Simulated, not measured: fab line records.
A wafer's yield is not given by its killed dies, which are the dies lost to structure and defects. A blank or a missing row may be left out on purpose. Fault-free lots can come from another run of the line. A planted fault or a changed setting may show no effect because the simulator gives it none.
Problem report, 8D (eight disciplines) form, completed by code -- flow gf180mcu -- the parts of the form that need people (team, actions taken, sign-off) are left out

## 1. THE PROBLEM
NWELL_TW at GF_NWELL_TW_MEAS_11 reads a mean of 1407 on 9 wafers of 3 lots; wafers without a fault read 1580 with a standard deviation of 12. Measured from the usual mean, that is -14 standard deviations.
The first sign was on wafer L499.1 at day 4 19:23, on film-metro-04. Wafers with a number at this step in the record: 39, from 13 lots. Rule for "out", or "out of limits": more than 4 standard deviations from the usual mean. All remaining wafers that have a number are taken as sound.

## 2. WHAT THIS IS AND IS NOT
question,is,is not
which readings at this step,NWELL_TW,-
which lots,"L499, L500, L501","L493, L494, L496, L497, L498, L506, L508, L509, L513, L516"
which wafers of those lots,all that have a number,-
read on which gauges,film-metro-04,"film-metro-02, film-metro-03"
when,from day 4 19:23,"up to then (15 sound wafers); but 15 sound wafers of L506, L508, L509, L513, L516 came after"

## 3. THE SUSPECTS, EACH WITH WHAT RULES IT OUT
Counting: any tool at a process step up to the reading is kept as a suspect provided that every lot that is out went through it and no sound lot did after the first of them.
- the gauge at GF_NWELL_TW_MEAS_11 is ruled out. All the wafers that are out were read on film-metro-04, but those of them that GF_NWELL_IMPLANT_08 has rows for are out there too, on other tools.
- implanter-03 at GF_NWELL_IMPLANT_08: ruled out as a lasting fault. Following L499 (day 4 18:59), the first lot on it that is out, the sound lots L516 were run on it.
Left after counting: nothing in the record.

## 4. THE CAUSE (what the simulator had put in)
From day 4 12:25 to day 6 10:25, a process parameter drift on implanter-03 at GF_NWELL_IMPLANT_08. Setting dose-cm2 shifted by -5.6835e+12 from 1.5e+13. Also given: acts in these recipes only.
Counting ruled it out, wrongly: the rule takes a fault to strike every lot that its tool runs from its start on, and this one did not.

## 5. THE CHAIN OF EFFECTS, in route order
Each row: a reading where the mean over the struck wafers with a number is more than 3 standard deviations away from the usual. Only readings for which the record gives a usual standard deviation are gone through. hours: the time from each lot's start at the first step in this table that gives one to its start at this step, as a median over the lots. sigmas: the change in usual standard deviations.
hours,step,reading,usual,on struck wafers,change,sigmas
0,GF_NWELL_IMPLANT_08,dose-ions-cm2,1.5e+13,9.3e+12,-5.7e+12,-99 or more
0,GF_NWELL_IMPLANT_08,faraday-current-uA,84.5,52.4,-32.1,-23
0,GF_NWELL_TW_MEAS_11,NWELL_TW,1580,1407,-173,-14
112,GF_VT_IMPLANT_RS_MEAS_47,NWELL_RS,490.1 ohm/sq,628.1,+138.0,+99 or more
It contains these process steps:
- GF_NWELL_IMPLANT_08
At these later measuring or inspecting steps, every struck wafer for which the step has a row has a number for every such reading, and none has moved that far: GF_LVPWELL_OVL_MEAS_07.

## 6. WHAT WOULD HAVE CAUGHT IT SOONER
The first out-of-limits reading at a measuring or inspecting step in this record came at day 4 19:23, 7 hours after the fault's start at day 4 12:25.
At GF_NWELL_IMPLANT_08, the tool's own readings (dose-ions-cm2, faraday-current-uA) were out on each struck wafer the step has a row for, so an alarm limit on them would have fired on the first such wafer.
